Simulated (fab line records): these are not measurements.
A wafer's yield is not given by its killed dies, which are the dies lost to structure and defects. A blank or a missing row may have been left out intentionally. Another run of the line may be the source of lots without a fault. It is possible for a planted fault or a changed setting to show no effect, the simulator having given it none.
Which tool was responsible? | flow gf180mcu | 13 lots with 39 wafers sampled at 4 steps, on a route of 602 steps

## WHAT THE GAUGES READ, wafer by wafer
No reading from a measuring or inspecting step in the record can be judged against a usual standard deviation.

## TOOL THAT RAN EACH LOT (tool first, then ch and the chambers of the sampled wafers, then the start)
lot  | GF_HV_LDD_HMDS_25                 | GF_V3_ETCH_16                      | GF_MIM_STRIP_20                      | GF_M5_METAL_ETCH_10
L751 | litho track-03 ch 0, day 11 09:19 | rie diel-04 ch 0,1,3, day 22 14:37 | plasma asher-04 ch 0,1, day 25 15:04 | rie metal-01 ch 1, day 26 12:09
L752 | litho track-04 ch 0, day 11 15:35 | rie diel-04 ch 2,3, day 23 01:55   | plasma asher-02 ch 0,1, day 26 00:56 | rie metal-03 ch 0,1, day 26 22:24
L753 | litho track-04 ch 0, day 11 21:34 | rie diel-04 ch 1,3, day 23 06:25   | plasma asher-02 ch 0,1, day 26 04:02 | rie metal-02 ch 0,1, day 27 01:39
L754 | litho track-03 ch 0, day 12 09:18 | rie diel-03 ch 0,3, day 23 20:10   | plasma asher-02 ch 0,1, day 26 17:32 | rie metal-01 ch 0,1, day 27 14:51
L755 | litho track-04 ch 0, day 12 17:58 | rie diel-02 ch 1,3, day 24 07:22   | plasma asher-04 ch 0,1, day 27 03:44 | rie metal-03 ch 0,1, day 28 00:32
L757 | litho track-03 ch 0, day 13 12:48 | rie diel-03 ch 1,2,3, day 25 01:52 | plasma asher-04 ch 1, day 27 20:56   | rie metal-03 ch 0, day 28 17:17
L759 | litho track-03 ch 0, day 14 00:55 | rie diel-04 ch 0,1,3, day 25 15:28 | plasma asher-03 ch 0,1, day 28 08:43 | rie metal-02 ch 0,1, day 29 04:23
L761 | litho track-03 ch 0, day 14 19:22 | rie diel-02 ch 1,2,3, day 26 09:49 | plasma asher-04 ch 0,1, day 29 02:58 | rie metal-03 ch 0,1, day 29 21:42
L766 | litho track-01 ch 0, day 16 05:10 | rie diel-04 ch 0,1,3, day 27 17:16 | plasma asher-04 ch 0,1, day 30 06:47 | rie metal-01 ch 0,1, day 31 00:47
L769 | litho track-03 ch 0, day 17 07:07 | rie diel-02 ch 1,2, day 28 16:43   | plasma asher-02 ch 0,1, day 31 05:31 | rie metal-01 ch 0,1, day 31 23:29
L771 | litho track-04 ch 0, day 17 18:28 | rie diel-03 ch 0,1,2, day 29 01:07 | plasma asher-02 ch 0,1, day 31 12:24 | rie metal-01 ch 0,1, day 32 05:14
L772 | litho track-03 ch 0, day 18 02:13 | rie diel-02 ch 1,2,3, day 29 07:16 | plasma asher-03 ch 1, day 31 17:35   | rie metal-01 ch 0,1, day 32 10:57
L773 | litho track-03 ch 0, day 18 12:48 | rie diel-04 ch 1,2,3, day 29 17:25 | plasma asher-02 ch 0,1, day 32 02:58 | rie metal-01 ch 1, day 32 19:59
- GF_HV_LDD_HMDS_25: prime time 60 s.
- GF_V3_ETCH_16: etches BARC in N2/H2.
- GF_MIM_STRIP_20: strips in O2/N2.
- GF_M5_METAL_ETCH_10: etches the open film in Cl2/BCl3, stops on SiO2, target depth 750.8 nm, time 125.1 s.

## WHAT THE TOOLS THEMSELVES READ (means of the sampled wafers that have a number; where no wafer has one, the mark that the record gives instead)
GF_HV_LDD_HMDS_25. Usual: prime temp c reads 120.00 C (standard deviation 0.14).
lot  | tool           | prime temp c (C) | flag
L751 | litho track-03 | 120.00           |
L752 | litho track-04 | 120.00           |
L753 | litho track-04 | 119.98           |
L754 | litho track-03 | 120.02           |
L755 | litho track-04 | 120.07           |
L757 | litho track-03 | 119.93           |
L759 | litho track-03 | 123.89           | OFF
L761 | litho track-03 | 123.88           | OFF
L766 | litho track-01 | 119.99           |
L769 | litho track-03 | 119.96           |
L771 | litho track-04 | 119.72           |
L772 | litho track-03 | 120.05           |
L773 | litho track-03 | 120.17           |

GF_V3_ETCH_16. Usual: drypump motor current A 5.8 A, standard deviation 0.42; oes product au 0.855 a.u., standard deviation 0.0046; throttle valve pct 13.224 %, standard deviation 0.0077.
lot  | tool        | drypump motor current A (A) | oes product au (a.u.) | throttle valve pct (%) | flag
L751 | rie diel-04 | 5.5                         | 0.857                 | 13.223                 |
L752 | rie diel-04 | 6.3                         | 0.853                 | 13.231                 |
L753 | rie diel-04 | 5.5                         | 0.854                 | 13.222                 |
L754 | rie diel-03 | 6.1                         | 0.855                 | 13.236                 |
L755 | rie diel-02 | 5.8                         | 0.851                 | 13.221                 |
L757 | rie diel-03 | 5.6                         | 0.859                 | 13.226                 |
L759 | rie diel-04 | 5.5                         | 0.858                 | 13.236                 |
L761 | rie diel-02 | 5.8                         | 0.851                 | 13.221                 |
L766 | rie diel-04 | 5.5                         | 0.854                 | 13.219                 |
L769 | rie diel-02 | 5.9                         | 0.853                 | 13.216                 |
L771 | rie diel-03 | 5.5                         | 0.849                 | 13.226                 |
L772 | rie diel-02 | 5.7                         | 0.857                 | 13.228                 |
L773 | rie diel-04 | 5.9                         | 0.853                 | 13.222                 |

GF_MIM_STRIP_20. Usual: drypump motor current A 5.46 A, standard deviation 0.25; heater power w 328 W, standard deviation 24; oes product au 0.691 a.u., standard deviation 0.0046; strip time to endpoint s 11.22 s, standard deviation 0.04.
lot  | tool            | drypump motor current A (A) | heater power w (W) | oes product au (a.u.) | strip time to endpoint s (s) | flag
L751 | plasma asher-04 | 5.26                        | 319                | 0.690                 | 11.23                        |
L752 | plasma asher-02 | 5.52                        | 325                | 0.690                 | 11.17                        |
L753 | plasma asher-02 | 5.39                        | 338                | 0.694                 | 11.22                        |
L754 | plasma asher-02 | 5.38                        | 338                | 0.695                 | 11.28                        |
L755 | plasma asher-04 | 5.29                        | 314                | 0.690                 | 11.22                        |
L757 | plasma asher-04 | 5.23                        | 316                | 0.687                 | 11.20                        |
L759 | plasma asher-03 | 5.83                        | 355                | 0.692                 | 11.18                        |
L761 | plasma asher-04 | 5.28                        | 310                | 0.688                 | 11.25                        |
L766 | plasma asher-04 | 5.28                        | 312                | 0.692                 | 11.22                        |
L769 | plasma asher-02 | 5.51                        | 323                | 0.693                 | 11.22                        |
L771 | plasma asher-02 | 5.38                        | 342                | 0.692                 | 11.15                        |
L772 | plasma asher-03 | 5.96                        | 369                | 0.690                 | 11.16                        |
L773 | plasma asher-02 | 5.50                        | 323                | 0.691                 | 11.23                        |

GF_M5_METAL_ETCH_10. Usual: drypump motor current A 5.8 A, standard deviation 0.58; oes product au 0.992 a.u., standard deviation 0.0052; throttle valve pct 28.228 %, standard deviation 0.0099.
lot  | tool         | drypump motor current A (A) | oes product au (a.u.) | throttle valve pct (%) | flag
L751 | rie metal-01 | 6.0                         | 0.988                 | 28.239                 |
L752 | rie metal-03 | 6.2                         | 0.994                 | 28.222                 |
L753 | rie metal-02 | 5.8                         | 0.993                 | 28.230                 |
L754 | rie metal-01 | 5.8                         | 0.992                 | 28.228                 |
L755 | rie metal-03 | 5.5                         | 0.988                 | 28.224                 |
L757 | rie metal-03 | 4.9                         | 0.994                 | 28.233                 |
L759 | rie metal-02 | 5.8                         | 0.997                 | 28.232                 |
L761 | rie metal-03 | 6.1                         | 0.992                 | 28.228                 |
L766 | rie metal-01 | 5.7                         | 0.993                 | 28.231                 |
L769 | rie metal-01 | 5.7                         | 0.990                 | 28.224                 |
L771 | rie metal-01 | 5.7                         | 0.992                 | 28.222                 |
L772 | rie metal-01 | 5.8                         | 0.996                 | 28.224                 |
L773 | rie metal-01 | 6.0                         | 0.995                 | 28.230                 |

## THE ANSWER, worked out from the rows above alone
Rule: a lot is off if the mean of its wafers that have a number lies more than 3 standard deviations from the usual mean. A lot without any number at a reading at which 4 lots or more have one is off too. All remaining lots with rows at the step are treated as sound. Order of review: gauges by route order, followed by the tools' own readings, for which a lot's mean as printed above is used. The first step at which some lot is off is used, and at that step the reading that is off furthest; a lot without a number counts as furthest.
Off: L759, L761 (GF_HV_LDD_HMDS_25, prime temp c).
If a tool, at that step or one of the process steps before it, ran each lot that is off and ran no sound lot following the first of them, it fits. Of those tried, none fits.

## WHAT WAS PUT IN BY THE SIMULATOR
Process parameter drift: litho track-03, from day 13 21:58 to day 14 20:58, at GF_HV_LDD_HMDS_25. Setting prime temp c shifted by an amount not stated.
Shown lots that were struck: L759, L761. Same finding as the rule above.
